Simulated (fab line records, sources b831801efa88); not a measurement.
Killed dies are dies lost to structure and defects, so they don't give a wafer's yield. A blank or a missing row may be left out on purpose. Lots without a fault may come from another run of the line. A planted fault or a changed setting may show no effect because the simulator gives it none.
One fault seen from 2 desks | flow gf180mcu | each desk has only its own numbers; what lay behind them comes last

THE METROLOGY DESK
What the gauges read, lot by lot, whatever tool the lot ran on: means of the sampled wafers that have a number. A lot is out of limits, marked OUT, if its mean lies more than 4 standard deviations from the usual mean; the brackets give that distance.
Columns: A = cd_nm at GF_V2_CD_MEAS_14, usual 260.0 nm
lot  | first seen here | A
L205 | day 20 10:05    | 259.7
L206 | day 20 17:10    | 260.8
L208 | day 21 13:20    | 259.7
L209 | day 21 20:47    | 260.4
L210 | day 22 05:22    | 258.3
L219 | day 25 15:26    | 260.9
L221 | day 25 22:47    | 260.2
L223 | day 26 12:10    | 262.1
L224 | day 26 21:56    | 260.3
L225 | day 27 11:32    | 258.3
L226 | day 27 12:49    | 260.1
L227 | day 27 21:00    | 258.6
L228 | day 28 03:34    | 258.8
This desk's finding: nothing out of limits on any of the 13 lots.

THE TOOL OWNER'S DESK: litho_track-03
The tool's own readings at GF_VT_IMPLANT_COAT_24 (resist thk 1000 nm): means of the sampled wafers that have a number, for each lot that ran on this tool. A lot is out of limits, marked OUT, if its mean lies more than 4 standard deviations from the usual mean; the brackets give that distance.
Columns: A = spin_speed_rpm at GF_VT_IMPLANT_COAT_24, usual 3000.0 rpm
lot  | first seen here | A
L206 | day 6 18:02     | 3000.6
L209 | day 7 13:36     | 2998.8
L219 | day 10 08:50    | 3442.0 (+99 or more) OUT
L221 | day 10 20:18    | 3443.8 (+99 or more) OUT
This desk's finding: out of limits on L219, L221; first on L219, day 10 08:50 (spin_speed_rpm at GF_VT_IMPLANT_COAT_24). In limits: L206, L209.

PUT TOGETHER
The tool owner's desk could have raised an alarm at day 10 08:50, on L219, L221.
The metrology desk saw nothing out of limits.
The metrology desk has L219, L221 on record, within its limits.
Of the lots named, all ran GF_VT_IMPLANT_COAT_24 on litho_track-03.

WHAT THE SIMULATOR HAD PUT IN
Process parameter drift: litho_track-03, from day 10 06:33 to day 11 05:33, at GF_VT_IMPLANT_COAT_24. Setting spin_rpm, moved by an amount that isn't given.
Lots struck among those shown: L219, L221.
Hours from the fault's start to each desk's first reading out of limits: the tool owner's desk, 2.
